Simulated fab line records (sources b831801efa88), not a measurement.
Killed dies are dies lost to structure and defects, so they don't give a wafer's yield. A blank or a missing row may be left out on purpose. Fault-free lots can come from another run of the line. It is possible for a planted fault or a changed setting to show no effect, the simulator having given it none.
fab line records	flow sky130
record: lots: 12	wafers: 36	lastDay: 50
route steps=708 shown VIA1@478 VIA2@510 CAP2M@616 METAL4@633 PAD_OPEN@708
lots with no fault: from the same line, run without faults
startH: the number of hours between the record's first day and the start of the first shown wafer of the lot	waitH: time in hours since the lot's previous step	" unchanged from the row above	L1.1+2: one row covering several wafers at once	- no value, or no start given	* or withheld: withheld	< > ~ a bound
route shown NAME@n: NAME is a module with steps in the file, n the number in the route of the first one	usual: mean/standard deviation of fault-free wafers	same: alike in all rows	chamber/n: place in a boat	sites: the reading at each site	_std_site: their standard deviation	_edge_site: mean of outer sites minus mean of inner sites	radiusMm: how far each site lies from the wafer's centre	mask NAME#n: copy n	behind: tool/chamber where the wafer was last shaped	hold: what put the lot on hold/how long, in hours/how the hold closed	device: transistor that didn't switch, given as n, p or np	end of line: the route-end tests of the same wafers	a step with no rows: only its recipe	killed: the dies lost at the first sort to structure and to defects; this is not the yield of the wafer	map: per-die view of a wafer (x killed, . not killed, _ where there is no die)
set.NAME: the run value of the setting; set.NAME@STEP: its run value at that earlier step	model.NAME: the simulator's own value behind a step, which no gauge read
route steps across a sampled set of lots; one table per step, one row per wafer
services: when a tool's chamber went out of use (startH, in hours from the record's first day, below 0 if earlier), for how many hours, and the reason
== steps ==
step: SKY_VIA1_SPUTTER_20
recipe: material: TiN	targetThkNm: 20	chamberPressurePa: 5	powerW: 4000	timeS: 80
usual: chamberPressurePa: 4.999/0.01	throttleValvePct: 29.8/0.99
lot.wafer	tool	chamber	startH	waitH	chamberPressurePa	throttleValvePct
L160.2	pvdSputter-04	-	823.02	0.0	5.001	31.5
L160.5	"	-	"	"	4.990	29.0
L160.6	"	-	"	"	5.012	29.5
L159.1	pvdSputter-03	-	823.18	0.0	4.998	29.8
L159.2	"	-	"	"	5.006	28.4
L159.5	"	-	"	"	5.012	29.6
L161.1	pvdSputter-02	-	840.33	0.0	5.006	32.3
L161.2	"	-	"	"	5.013	29.5
L161.4	"	-	"	"	5.011	29.4
L162.1	pvdSputter-04	-	846.58	0.0	5.006	31.9
L162.3	"	-	"	"	5.016	29.2
L162.4	"	-	"	"	4.997	29.2
L164.2	pvdSputter-02	-	860.94	0.0	5.002	30.8
L164.5	"	-	"	"	4.991	30.7
L164.6	"	-	"	"	4.991	29.5
L165.1	pvdSputter-03	-	865.86	0.0	5.015	29.5
L165.2	"	-	"	"	5.005	30.0
L165.5	"	-	"	"	4.995	28.4
L167.3	pvdSputter-04	-	883.02	0.0	5.008	31.7
L167.4	"	-	"	"	4.995	28.7
L167.5	"	-	"	"	5.009	29.5
L168.1	pvdSputter-02	-	886.08	0.0	4.985	30.5
L168.2	"	-	"	"	5.000	31.9
L168.6	"	-	"	"	4.999	31.9
L169.2	pvdSputter-03	-	893.14	0.0	4.998	30.0
L169.3	"	-	"	"	4.988	29.8
L169.6	"	-	"	"	5.016	29.9
L173.1	pvdSputter-03	-	932.56	0.0	4.995	29.7
L173.2	"	-	"	"	4.989	28.3
L173.6	"	-	"	"	4.996	29.9
L178.1	pvdSputter-03	-	959.93	0.0	4.984	29.8
L178.3	"	-	"	"	5.008	28.2
L178.6	"	-	"	"	4.987	30.0
L179.2	pvdSputter-02	-	965.83	0.0	5.006	29.1
L179.3	"	-	"	"	5.005	29.8
L179.4	"	-	"	"	4.987	31.5
step: SKY_VIA2_BOW_MEAS_03
recipe: mode: bow
usual: VIA2_BOW: 89/7.6
lot.wafer	tool	chamber	startH	waitH	VIA2_BOW[um]
L160.2	filmMetro-04	-	851.07	0.2	87
L160.5	"	-	"	"	77
L160.6	"	-	"	"	101
L159.1	filmMetro-03	-	851.37	0.2	88
L159.2	"	-	"	"	94
L159.5	"	-	"	"	87
L161.1	filmMetro-04	-	868.15	0.2	81
L161.2	"	-	"	"	94
L161.4	"	-	"	"	87
L162.1	filmMetro-03	-	874.77	0.2	95
L162.3	"	-	"	"	96
L162.4	"	-	"	"	98
L164.2	filmMetro-03	-	889.52	0.2	83
L164.5	"	-	"	"	80
L164.6	"	-	"	"	90
L165.1	filmMetro-02	-	893.59	0.2	95
L165.2	"	-	"	"	90
L165.5	"	-	"	"	85
L167.3	filmMetro-03	-	910.38	0.2	90
L167.4	"	-	"	"	95
L167.5	"	-	"	"	96
L168.1	filmMetro-04	-	913.76	0.2	79
L168.2	"	-	"	"	78
L168.6	"	-	"	"	85
L169.2	filmMetro-03	-	920.42	0.1	94
L169.3	"	-	"	"	90
L169.6	"	-	"	"	80
L173.1	filmMetro-02	-	963.78	0.1	86
L173.2	"	-	"	"	90
L173.6	"	-	"	"	83
L178.1	filmMetro-03	-	985.65	0.1	80
L178.3	"	-	"	"	89
L178.6	"	-	"	"	88
L179.2	filmMetro-02	-	992.72	0.2	98
L179.3	"	-	"	"	106
L179.4	"	-	"	"	105
step: SKY_VIA2_CD_MEAS_12
recipe: targetCdNm: 200
usual: cdNm: 200.2/1.2
lot.wafer	tool	chamber	startH	waitH	cdNm
L160.2	cdSem-01	-	876.99	-	200.0
L160.5	"	-	"	"	201.9
L160.6	"	-	"	"	201.8
L159.1	cdSem-01	-	877.32	-	200.6
L159.2	"	-	"	"	199.9
L159.5	"	-	"	"	200.0
L161.1	cdSem-01	-	893.05	-	199.7
L161.2	"	-	"	"	197.8
L161.4	"	-	"	"	199.8
L162.1	cdSem-01	-	900.47	-	202.6
L162.3	"	-	"	"	201.6
L162.4	"	-	"	"	200.0
L164.2	cdSem-01	-	915.32	-	200.3
L164.5	"	-	"	"	200.8
L164.6	"	-	"	"	201.3
L165.1	cdSem-01	-	918.80	-	198.6
L165.2	"	-	"	"	199.1
L165.5	"	-	"	"	199.5
L167.3	cdSem-01	-	934.31	-	200.8
L167.4	"	-	"	"	201.4
L167.5	"	-	"	"	200.0
L168.1	cdSem-01	-	937.87	-	198.7
L168.2	"	-	"	"	199.7
L168.6	"	-	"	"	199.3
L169.2	cdSem-01	-	943.24	-	201.2
L169.3	"	-	"	"	199.3
L169.6	"	-	"	"	201.2
L173.1	cdSem-01	-	987.17	-	200.0
L173.2	"	-	"	"	200.4
L173.6	"	-	"	"	200.7
L178.1	cdSem-01	-	1008.85	-	199.3
L178.3	"	-	"	"	199.2
L178.6	"	-	"	"	199.5
L179.2	cdSem-01	-	1014.99	-	197.7
L179.3	"	-	"	"	198.5
L179.4	"	-	"	"	198.8
step: SKY_CAP2M_METAL_ETCH_13
recipe: targetDepthNm: 220	stopOn: SiO2	chemistry: Cl2/BCl3	target: TiN	pressureMtorr: 10	icpW: 900	biasW: 48.5	Cl2_flow_sccm: 60	bcl3FlowSccm: 30	timeS: 62.9
usual: drypumpMotorCurrentA: 5.4/0.32	oesProductAu: 0.944/0.0072	rfFwdPowerW: 893/3.5	throttleValvePct: 21.900/0.0084
lot.wafer	tool	chamber	startH	waitH	drypumpMotorCurrentA	oesProductAu	rfFwdPowerW	rfHoursCounterH	throttleValvePct
L160.2	rieMetal-03	1	985.64	0.0	5.4	0.941	893	16	21.894
L160.5	"	0	"	"	5.1	0.945	895	-	21.889
L160.6	"	1	"	"	5.4	0.949	894	-	21.902
L159.1	rieMetal-03	1	986.51	0.0	5.4	0.931	895	16	21.904
L159.2	"	0	"	"	5.1	0.933	892	8	21.912
L159.5	"	1	"	"	5.4	0.929	892	-	21.907
L161.1	rieMetal-04	0	994.80	0.0	5.7	0.929	894	12	21.903
L161.2	"	1	"	"	6.1	0.942	894	3	21.894
L161.4	"	1	"	"	6.0	0.936	892	-	21.921
L162.1	rieMetal-03	0	1001.44	0.0	5.1	0.964	892	9	21.902
L162.3	"	0	"	"	5.1	0.961	892	-	21.897
L162.4	"	1	"	"	5.4	0.955	895	-	21.897
L164.2	rieMetal-01	1	1017.30	0.0	5.1	0.932	895	16	21.897
L164.5	"	1	"	"	5.1	0.940	896	-	21.891
L164.6	"	0	"	"	5.4	0.942	891	-	21.911
L165.1	rieMetal-03	1	1018.69	0.0	5.4	0.943	892	18	21.900
L165.2	"	0	"	"	5.1	0.949	887	10	21.889
L165.5	"	1	"	"	5.4	0.941	895	-	21.904
L167.3	rieMetal-03	1	1036.18	0.0	5.4	0.944	1034	-	21.903
L167.4	"	0	"	"	5.2	0.947	1039	-	21.905
L167.5	"	1	"	"	5.4	0.942	1037	-	21.891
L168.1	rieMetal-01	1	1037.76	0.0	5.1	0.945	901	17	21.901
L168.2	"	0	"	"	5.4	0.941	892	21	21.916
L168.6	"	0	"	"	5.4	0.946	895	-	21.914
L169.2	rieMetal-03	0	1043.09	0.0	5.2	0.942	1039	11	21.902
L169.3	"	0	"	"	5.1	0.946	1043	-	21.894
L169.6	"	1	"	"	5.4	0.948	1037	-	21.901
L173.1	rieMetal-04	0	1087.40	0.0	5.7	0.955	888	18	21.892
L173.2	"	1	"	"	6.1	0.943	889	9	21.908
L173.6	"	0	"	"	5.7	0.936	887	-	21.899
L178.1	rieMetal-04	1	1100.21	0.0	6.1	0.949	895	9	21.896
L178.3	"	1	"	"	6.1	0.947	893	-	21.887
L178.6	"	1	"	"	6.1	0.944	894	-	21.901
L179.2	rieMetal-04	1	1108.09	0.0	6.0	0.943	891	10	21.902
L179.3	"	0	"	"	5.7	0.944	887	-	21.893
L179.4	"	1	"	"	6.0	0.942	892	-	21.906
step: SKY_CAP2M_STRIP_14
recipe: chemistry: O2/N2	powerW: 1400	pressureMtorr: 1500	platenTempC: withheld	o2FlowSccm: 3000	n2FlowSccm: 300	overashFraction: 0.5
usual: drypumpMotorCurrentA: 5.7/0.54	oesProductAu: 0.710/0.0048	stripTimeToEndpointS: 12.65/0.041
lot.wafer	tool	chamber	startH	waitH	drypumpMotorCurrentA	oesProductAu	rfHoursCounterH	stripTimeToEndpointS
L160.2	plasmaAsher-04	0	985.72	0.1	6.6	0.711	83	12.63
L160.5	"	0	"	"	6.6	0.706	-	12.64
L160.6	"	1	"	"	5.3	0.711	-	12.65
L159.1	plasmaAsher-04	1	986.58	0.1	5.3	0.712	83	12.72
L159.2	"	0	"	"	6.6	0.715	83	12.68
L159.5	"	1	"	"	5.3	0.715	-	12.73
L161.1	plasmaAsher-03	0	994.88	0.1	6.0	0.716	22	12.69
L161.2	"	1	"	"	5.9	0.703	22	12.70
L161.4	"	1	"	"	5.9	0.717	-	12.64
L162.1	plasmaAsher-04	0	1001.52	0.1	6.6	0.710	85	12.62
L162.3	"	1	"	"	5.3	0.708	-	12.71
L162.4	"	0	"	"	6.6	0.711	-	12.68
L164.2	plasmaAsher-02	1	1017.38	0.1	5.5	0.704	60	12.61
L164.5	"	0	"	"	4.9	0.714	-	12.64
L164.6	"	1	"	"	5.5	0.711	-	12.66
L165.1	plasmaAsher-02	1	1018.77	0.1	5.6	0.714	61	12.60
L165.2	"	0	"	"	5.0	0.717	61	12.62
L165.5	"	0	"	"	5.0	0.715	-	12.59
L167.3	plasmaAsher-03	0	1036.27	0.1	6.1	0.714	-	12.46
L167.4	"	1	"	"	5.9	0.717	-	12.47
L167.5	"	0	"	"	6.1	0.709	-	12.48
L168.1	plasmaAsher-02	0	1037.84	0.1	4.9	0.704	62	12.61
L168.2	"	1	"	"	5.5	0.704	62	12.67
L168.6	"	1	"	"	5.5	0.715	-	12.64
L169.2	plasmaAsher-03	0	1043.17	0.1	6.0	0.713	27	12.40
L169.3	"	1	"	"	5.9	0.708	-	12.43
L169.6	"	1	"	"	5.9	0.713	-	12.42
L173.1	plasmaAsher-04	0	1087.48	0.1	6.6	0.702	93	12.66
L173.2	"	1	"	"	5.3	0.718	93	12.61
L173.6	"	0	"	"	6.6	0.707	-	12.64
L178.1	plasmaAsher-03	0	1100.29	0.1	6.1	0.716	33	12.54
L178.3	"	0	"	"	6.1	0.714	-	12.56
L178.6	"	0	"	"	6.0	0.712	-	12.59
L179.2	plasmaAsher-03	0	1108.17	0.1	6.0	0.712	33	12.63
L179.3	"	0	"	"	6.0	0.714	-	12.60
L179.4	"	1	"	"	5.9	0.708	-	12.66
step: SKY_METAL4_ETCH_17
recipe: target: SiO2	stopOn: TiN	chemistry: C4F8/O2/Ar	sourceW: 1500	biasW: 1200	pressureMtorr: 40	c4f8FlowSccm: withheld	O2_flow_sccm: 6	Ar_flow_sccm: 300	timeS: 3.9	targetDepthA: 150
usual: oesProductAu: 0.752/0.0067	rfFwdPowerW: 1469/8.3
lot.wafer	tool	chamber	startH	waitH	oesProductAu	rfFwdPowerW	rfHoursCounterH
L160.2	rieDiel-03	3	1009.49	0.1	0.748	1488	8
L160.5	"	2	"	"	0.754	1464	-
L160.6	"	1	"	"	0.750	1462	-
L159.1	rieDiel-03	3	1010.44	0.1	0.754	1491	8
L159.2	"	0	"	"	0.753	1472	16
L159.5	"	1	"	"	0.752	1463	-
L161.1	rieDiel-03	3	1018.50	0.1	0.758	1480	9
L161.2	"	0	"	"	0.758	1473	16
L161.4	"	1	"	"	0.744	1474	19
L162.1	rieDiel-03	3	1023.75	0.1	0.744	1480	9
L162.3	"	2	"	"	0.751	1466	8
L162.4	"	1	"	"	0.748	1464	19
L164.2	rieDiel-03	0	1040.84	0.1	0.752	1483	17
L164.5	"	1	"	"	0.762	1467	-
L164.6	"	0	"	"	0.751	1479	-
L165.1	rieDiel-03	3	1042.48	0.1	0.752	1485	9
L165.2	"	2	"	"	0.754	1468	9
L165.5	"	0	"	"	0.759	1476	-
L167.3	rieDiel-01	0	1059.36	0.0	0.685	1465	17
L167.4	"	1	"	"	0.689	1466	10
L167.5	"	0	"	"	0.685	1474	-
L168.1	rieDiel-03	1	1060.59	0.1	0.737	1459	20
L168.2	"	0	"	"	0.761	1469	17
L168.6	"	0	"	"	0.763	1476	-
L169.2	rieDiel-03	2	1065.04	0.1	0.683	1464	10
L169.3	"	1	"	"	0.691	1461	20
L169.6	"	2	"	"	0.697	1460	-
L173.1	rieDiel-03	3	1109.04	0.1	0.739	1480	11
L173.2	"	1	"	"	0.746	1458	22
L173.6	"	0	"	"	0.740	1480	-
L178.1	rieDiel-03	1	1120.01	0.1	0.757	1471	22
L178.3	"	0	"	"	0.755	1473	20
L178.6	"	2	"	"	0.748	1470	-
L179.2	rieDiel-01	3	1129.44	0.1	0.745	1464	10
L179.3	"	1	"	"	0.748	1466	13
L179.4	"	0	"	"	0.749	1462	19
step: SKY_PAD_OPEN_PROBE_99
usual: defectLimitedYield: 82.1/1.8	killed_at_M0_to_M3: 44/6.2	killed_at_M4_up: 3.3/1.7	killedAtContacts: 24/4.9	killedAtFrontEnd: 16/5	killedAtOther: 0.3/0.48	killedDies: 88/9	killedOpen: 48/7	killedShort: 39/6.1	sort_bin_3_pad_short: 0.9/0.46	sort_bin_5_function: 10.6/1.4	sort_bin_6_memory: 6.4/1.1	sortNPass: 404/9	sortYieldPct: 82.1/1.8
same: grossDies: 492	killedAtBackSide: 0	sort_bin_4_leakage[%]: 0	sort_bin_8_speed[%]: 0
lot.wafer	tool	chamber	startH	waitH	defectLimitedYield[%]	killed_at_M0_to_M3	killed_at_M4_up	killedAtContacts	killedAtFrontEnd	killedAtOther	killedDies	killedOpen	killedShort	sort_bin_3_pad_short[%]	sort_bin_5_function[%]	sort_bin_6_memory[%]	sortNPass	sortYieldPct[%]
L160.2	prober-02	-	1102.82	0.1	85.4	35	3	22	12	0	72	42	26	0.6	8.5	5.5	420	85.4
L160.5	prober-02	-	1102.97	0.2	84.6	43	1	24	8	0	76	44	31	0.8	9.1	5.5	416	84.6
L160.6	prober-02	-	1103.02	0.2	81.9	51	3	25	10	0	89	55	34	0.4	11.8	5.9	403	81.9
L161.1	prober-02	-	1110.90	0.1	83.1	43	3	24	13	0	83	48	34	0.8	10.0	6.1	409	83.1
L161.2	prober-02	-	1110.95	0.1	85.0	35	5	16	18	0	74	36	34	0.6	9.1	5.3	418	85.0
L162.4	prober-01	-	1115.08	0.2	79.7	48	6	24	21	1	100	59	41	0.6	12.4	7.3	392	79.7
L164.2	prober-01	-	1130.02	0.1	81.1	51	3	20	19	0	93	49	43	1.2	10.6	7.1	399	81.1
L164.5	prober-01	-	1130.17	0.2	82.5	43	5	23	15	0	86	45	41	1.0	11.2	5.3	406	82.5
L164.6	prober-01	-	1130.22	0.2	83.5	52	2	16	11	0	81	43	37	0.4	9.8	6.3	411	83.5
L165.1	prober-02	-	1133.26	0.1	82.9	45	2	21	15	1	84	52	32	0.4	11.6	5.1	408	82.9
L165.2	prober-02	-	1133.31	0.1	81.7	43	6	22	19	0	90	43	45	0	10.2	8.1	402	81.7
L165.5	prober-02	-	1133.46	0.2	83.5	39	2	21	18	1	81	47	32	1.4	10.0	5.1	411	83.5
L167.3	prober-02	-	1142.99	0.2	83.5	46	4	18	13	0	81	48	33	0.6	10.0	5.9	411	83.5
L167.4	prober-02	-	1143.04	0.2	80.7	38	4	26	26	1	95	61	34	0.6	12.6	6.1	397	80.7
L167.5	prober-02	-	1143.09	0.2	80.1	51	1	25	20	1	98	53	44	0.8	12.0	7.1	394	80.1
L168.1	prober-01	-	1144.95	0.1	82.3	35	6	20	26	0	87	38	49	2.2	9.1	6.3	405	82.3
L168.6	prober-01	-	1145.20	0.2	84.8	35	2	26	12	0	75	42	33	0.6	8.5	6.1	417	84.8
L169.2	prober-02	-	1150.49	0.1	84.3	43	0	25	9	0	77	37	40	1.0	9.1	5.5	415	84.3
L169.3	prober-02	-	1150.54	0.2	85.0	32	3	26	13	0	74	39	35	1.0	8.5	5.5	418	85.0
L169.6	prober-02	-	1150.69	0.2	80.7	47	3	29	16	0	95	56	39	0.4	11.6	7.3	397	80.7
L173.1	prober-02	-	1186.37	0.1	83.1	44	4	15	19	1	83	42	41	0.6	9.8	6.5	409	83.1
L173.2	prober-02	-	1186.42	0.1	82.5	42	4	27	13	0	86	48	36	1.0	10.2	6.3	406	82.5
L178.1	prober-01	-	1197.19	0.1	80.7	51	1	29	14	0	95	48	46	1.2	11.4	6.7	397	80.7
L178.3	prober-01	-	1197.29	0.2	82.3	39	6	33	9	0	87	46	41	0.8	10.2	6.7	405	82.3
L178.6	prober-01	-	1197.44	0.2	81.3	40	4	30	18	0	92	47	45	1.4	10.4	6.9	400	81.3
L179.2	prober-02	-	1204.01	0.1	82.3	43	3	26	15	0	87	58	29	0.8	10.8	6.1	405	82.3
killed by level:class
L160.2 VIA1:geometricParticle:open=11 LOCAL_INTERCONNECT:geometricParticle:short=8 VIA2:geometricParticle:open=7 CONTACT:geometricParticle:open=6 METAL1:geometricParticle:short=5 LI_CONTACT:geometricParticle:open=4 VIA3:geometricParticle:open=4 POLY_GATE:areaEtch=4
L160.5 VIA1:geometricParticle:open=11 VIA3:geometricParticle:open=8 LI_CONTACT:geometricParticle:open=7 CONTACT:geometricParticle:open=5 FIELD_ISO:geometricParticle:short=4 CONTACT:geometricParticle:short=4 VIA1:geometricParticle:short=4 LI_CONTACT:geometricParticle:short=3
L160.6 VIA1:geometricParticle:open=18 CONTACT:geometricParticle:open=10 VIA2:geometricParticle:open=7 LI_CONTACT:geometricParticle:open=6 VIA3:geometricParticle:open=6 METAL2:geometricParticle:short=5 CONTACT:geometricParticle:short=4 VIA2:geometricParticle:short=4
L161.1 VIA1:geometricParticle:open=16 LI_CONTACT:geometricParticle:open=9 CONTACT:geometricParticle:open=6 METAL1:geometricParticle:short=6 LOCAL_INTERCONNECT:geometricParticle:short=5 METAL3:geometricParticle:short=5 FIELD_ISO:geometricParticle:short=4 FIELD_ISO:geometricParticle:open=4
L161.2 METAL1:geometricParticle:short=8 CONTACT:geometricParticle:open=7 VIA1:geometricParticle:open=6 POLY_GATE:geometricParticle:open=5 VIA2:geometricParticle:open=4 METAL4:geometricParticle:short=4 FIELD_ISO:geometricParticle:short=3 CONTACT:geometricParticle:short=3
L162.4 VIA1:geometricParticle:open=10 CONTACT:geometricParticle:open=10 FIELD_ISO:geometricParticle:open=8 METAL1:geometricParticle:short=7 VIA3:geometricParticle:open=7 VIA2:geometricParticle:open=6 POLY_GATE:geometricParticle:short=5 LI_CONTACT:geometricParticle:open=5
L164.2 VIA1:geometricParticle:open=9 CONTACT:geometricParticle:open=8 POLY_GATE:geometricParticle:open=7 METAL1:geometricParticle:short=6 LI_CONTACT:geometricParticle:open=6 VIA1:geometricParticle:short=6 VIA3:geometricParticle:open=6 VIA3:geometricParticle:short=6
L164.5 CONTACT:geometricParticle:open=10 VIA1:geometricParticle:open=9 VIA2:geometricParticle:open=6 METAL1:geometricParticle:short=6 POLY_GATE:geometricParticle:short=5 LI_CONTACT:geometricParticle:open=5 FIELD_ISO:geometricParticle:open=4 POLY_GATE:geometricParticle:open=4
L164.6 VIA1:geometricParticle:short=10 VIA1:geometricParticle:open=10 VIA3:geometricParticle:open=7 VIA2:geometricParticle:open=6 LI_CONTACT:geometricParticle:open=5 METAL2:geometricParticle:short=5 FIELD_ISO:geometricParticle:open=4 VIA2:geometricParticle:short=4
L165.1 VIA1:geometricParticle:open=11 CONTACT:geometricParticle:open=11 VIA2:geometricParticle:open=9 VIA3:geometricParticle:open=7 LI_CONTACT:geometricParticle:open=6 VIA2:geometricParticle:short=5 FIELD_ISO:geometricParticle:short=4 POLY_GATE:geometricParticle:short=3
L165.2 CONTACT:geometricParticle:open=9 VIA2:geometricParticle:open=9 VIA1:geometricParticle:open=7 CONTACT:geometricParticle:short=5 METAL2:geometricParticle:short=5 METAL4:geometricParticle:short=5 FIELD_ISO:geometricParticle:short=4 POLY_GATE:geometricParticle:short=4
L165.5 VIA1:geometricParticle:open=15 FIELD_ISO:geometricParticle:open=6 LI_CONTACT:geometricParticle:open=6 CONTACT:geometricParticle:open=6 METAL1:geometricParticle:short=5 VIA2:geometricParticle:open=5 FIELD_ISO:geometricParticle:short=4 LOCAL_INTERCONNECT:geometricParticle:short=4
L167.3 VIA1:geometricParticle:open=15 METAL1:geometricParticle:short=7 CONTACT:geometricParticle:open=6 POLY_GATE:geometricParticle:short=5 VIA2:geometricParticle:open=5 VIA3:geometricParticle:open=5 FIELD_ISO:geometricParticle:open=4 LI_CONTACT:geometricParticle:open=4
L167.4 VIA1:geometricParticle:open=9 VIA2:geometricParticle:open=9 FIELD_ISO:geometricParticle:open=8 CONTACT:geometricParticle:open=8 POLY_GATE:geometricParticle:open=7 VIA3:geometricParticle:open=7 LI_CONTACT:geometricParticle:open=6 FIELD_ISO:geometricParticle:short=5
L167.5 VIA1:geometricParticle:open=10 VIA3:geometricParticle:open=9 CONTACT:geometricParticle:open=8 VIA2:geometricParticle:open=6 METAL2:geometricParticle:short=6 FIELD_ISO:geometricParticle:open=5 FIELD_ISO:geometricParticle:short=5 LI_CONTACT:geometricParticle:short=4
L168.1 VIA1:geometricParticle:open=10 FIELD_ISO:geometricParticle:short=7 LI_CONTACT:geometricParticle:open=6 FIELD_ISO:geometricParticle:open=5 CONTACT:geometricParticle:short=5 METAL4:geometricParticle:short=5 SPACER:geometricParticle:open=4 SPACER:geometricParticle:short=4
L168.6 LI_CONTACT:geometricParticle:open=8 VIA3:geometricParticle:open=8 CONTACT:geometricParticle:open=6 CONTACT:geometricParticle:short=6 LOCAL_INTERCONNECT:geometricParticle:short=5 VIA1:geometricParticle:open=4 VIA2:geometricParticle:open=4 FIELD_ISO:geometricParticle:open=3
L169.2 CONTACT:geometricParticle:open=11 VIA1:geometricParticle:open=10 METAL1:geometricParticle:short=8 LOCAL_INTERCONNECT:geometricParticle:short=6 VIA1:geometricParticle:short=6 VIA2:geometricParticle:open=5 CONTACT:geometricParticle:short=4 VIA3:geometricParticle:open=4
L169.3 CONTACT:geometricParticle:open=16 METAL2:geometricParticle:short=6 VIA3:geometricParticle:open=6 METAL1:geometricParticle:short=5 CONTACT:geometricParticle:short=4 VIA1:geometricParticle:open=4 FIELD_ISO:geometricParticle:open=3 FIELD_ISO:geometricParticle:short=3
L169.6 VIA1:geometricParticle:open=15 CONTACT:geometricParticle:open=9 LI_CONTACT:geometricParticle:open=8 CONTACT:geometricParticle:short=6 METAL1:geometricParticle:short=6 FIELD_ISO:geometricParticle:open=5 VIA1:geometricParticle:short=5 VIA3:geometricParticle:open=5
L173.1 VIA1:geometricParticle:open=14 FIELD_ISO:geometricParticle:short=8 CONTACT:geometricParticle:open=7 METAL1:geometricParticle:short=6 VIA1:geometricParticle:short=6 VIA3:geometricParticle:open=4 METAL2:geometricParticle:short=4 VIA2:geometricParticle:open=4
L173.2 VIA1:geometricParticle:open=10 CONTACT:geometricParticle:open=10 VIA3:geometricParticle:open=10 METAL1:geometricParticle:short=6 LI_CONTACT:geometricParticle:open=4 LOCAL_INTERCONNECT:geometricParticle:short=4 CONTACT:geometricParticle:short=4 METAL4:geometricParticle:short=4
L178.1 VIA1:geometricParticle:open=21 CONTACT:geometricParticle:open=10 METAL1:geometricParticle:short=10 LI_CONTACT:geometricParticle:open=7 LOCAL_INTERCONNECT:geometricParticle:short=6 FIELD_ISO:geometricParticle:short=5 CONTACT:geometricParticle:short=5 METAL2:geometricParticle:short=5
L178.3 CONTACT:geometricParticle:open=12 VIA1:geometricParticle:open=10 CONTACT:geometricParticle:short=7 LI_CONTACT:geometricParticle:open=6 LI_CONTACT:geometricParticle:short=5 VIA3:geometricParticle:open=5 METAL2:geometricParticle:short=4 VIA2:geometricParticle:short=4
L178.6 LI_CONTACT:geometricParticle:open=10 CONTACT:geometricParticle:open=8 VIA3:geometricParticle:open=7 FIELD_ISO:geometricParticle:short=6 VIA1:geometricParticle:open=6 VIA1:geometricParticle:short=5 LOCAL_INTERCONNECT:geometricParticle:short=5 VIA3:geometricParticle:short=5
L179.2 CONTACT:geometricParticle:open=13 VIA1:geometricParticle:open=12 VIA2:geometricParticle:open=9 LI_CONTACT:geometricParticle:open=6 POLY_GATE:geometricParticle:open=5 FIELD_ISO:geometricParticle:short=4 VIA3:geometricParticle:open=4 METAL2:geometricParticle:short=4
== services ==
tool	chamber	startH	hours	kind
pvdSputter-04	-	807.32	8.4	repair
rieDiel-03	0	815.07	3.9	repair
pvdSputter-04	-	840.32	3.3	repair
pvdSputter-04	-	854.22	1.9	repair
plasmaAsher-02	-	862.68	0.5	repair
plasmaAsher-03	-	863.12	4.8	repair
pvdSputter-02	-	924.27	0.6	repair
pvdSputter-02	-	928.96	2.4	repair
plasmaAsher-03	-	929.57	1.3	repair
plasmaAsher-03	-	943.15	31.8	pm
pvdSputter-04	-	943.92	1.2	repair
pvdSputter-04	-	996.90	1.3	repair
rieDiel-03	0	1025.74	2.8	repair
rieDiel-03	3	1030.00	6.4	repair
rieDiel-03	1	1052.36	5.1	repair
plasmaAsher-04	-	1058.49	2.7	repair
pvdSputter-02	-	1059.14	3.5	repair
pvdSputter-02	-	1065.89	18.9	repair
rieMetal-04	-	1066.28	0.4	repair
rieDiel-03	3	1068.35	9.0	repair
plasmaAsher-02	-	1081.79	1.1	repair
rieDiel-03	-	1104.50	0.8	repair
rieDiel-03	3	1109.66	14.7	repair
pvdSputter-02	-	1114.70	2.4	repair
== key ==
firstSign: step: SKY_CAP2M_METAL_ETCH_13	reading: rfFwdPowerW	direction: up	sigmas: 42	usual: 893	struck: 1038
effect: step: SKY_CAP2M_STRIP_14	reading: stripTimeToEndpointS	direction: down	sigmas: 5.1	usual: *	struck: *
effect: step: SKY_METAL4_ETCH_17	reading: oesProductAu	direction: down	sigmas: 9.4	usual: 0.752	struck: 0.688
metAt SKY_CAP2M_METAL_ETCH_13
struckLots L167,L169
notActingAt SKY_VIA1_SPUTTER_20,SKY_VIA2_BOW_MEAS_03,SKY_VIA2_CD_MEAS_12
onsetBetween 1018.69 1036.18
fault: kind: processParameterDrift	tool: rieMetal-03	chamber: -	onsetH: 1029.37	steps: SKY_CAP2M_METAL_ETCH_13	channel: icpW	offset: 144	shape: step	endH: 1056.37	actsIn: theseRecipesOnly	stated: 900
